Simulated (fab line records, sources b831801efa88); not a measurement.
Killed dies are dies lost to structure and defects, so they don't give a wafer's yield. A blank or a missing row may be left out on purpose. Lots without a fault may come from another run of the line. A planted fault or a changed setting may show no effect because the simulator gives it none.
Chamber matching | flow sky130 | SKY_VIA1_ETCH_15 on rie_diel-01: 4 sister chambers
The step etches SiO2 in C4F8/O2/Ar, stops on TiN, target depth 351 nm, time 54 s. 4 wafers are shown with their chamber, then 7 later ones without.

WAFERS WITH THEIR CHAMBER
wafer  | chamber | oes_product_au (a.u.)
L641.2 | 3       | 0.978
L641.6 | 1       | 0.989
L648.1 | 2       | 0.974
L648.2 | 0       | 0.979

WAFERS WITHOUT THEIR CHAMBER
wafer  | oes_product_au (a.u.)
L648.3 | 0.983
L649.2 | 0.984
L649.4 | 0.981
L649.6 | 0.978
L651.1 | 0.981
L651.2 | 0.987
L651.5 | 0.973

WHICH CHAMBER EACH WENT THROUGH
wafer  | from the rows above               | in truth
L648.3 | can't be placed: 0 or 3 or 1 or 2 | 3
L649.2 | can't be placed: 0 or 1 or 3 or 2 | 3
L649.4 | can't be placed: 0 or 3 or 2      | 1
L649.6 | can't be placed: 3 or 0 or 2      | 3
L651.1 | can't be placed: 0 or 3 or 2      | 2
L651.2 | 1                                 | 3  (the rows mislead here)
L651.5 | can't be placed: 2 or 3 or 0      | 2
Placed correctly: 0 of 7. Can't be placed from these rows: 6 (the true chamber is among the candidates in 5). Placed wrongly: 1.
How it was worked out, from the rows above alone: a wafer's distance from a chamber is the root of the sum, over the readings, of the square of ((its reading less the chamber's mean) divided by the reading's scatter). The wafer belongs to the nearest chamber; if the next one is less than 2 further off, it can't be placed. A chamber's mean is the mean of its shown wafers. The scatter: with one shown wafer a chamber, the root of the mean of the squares of how far each hidden wafer lies from its nearest shown one.
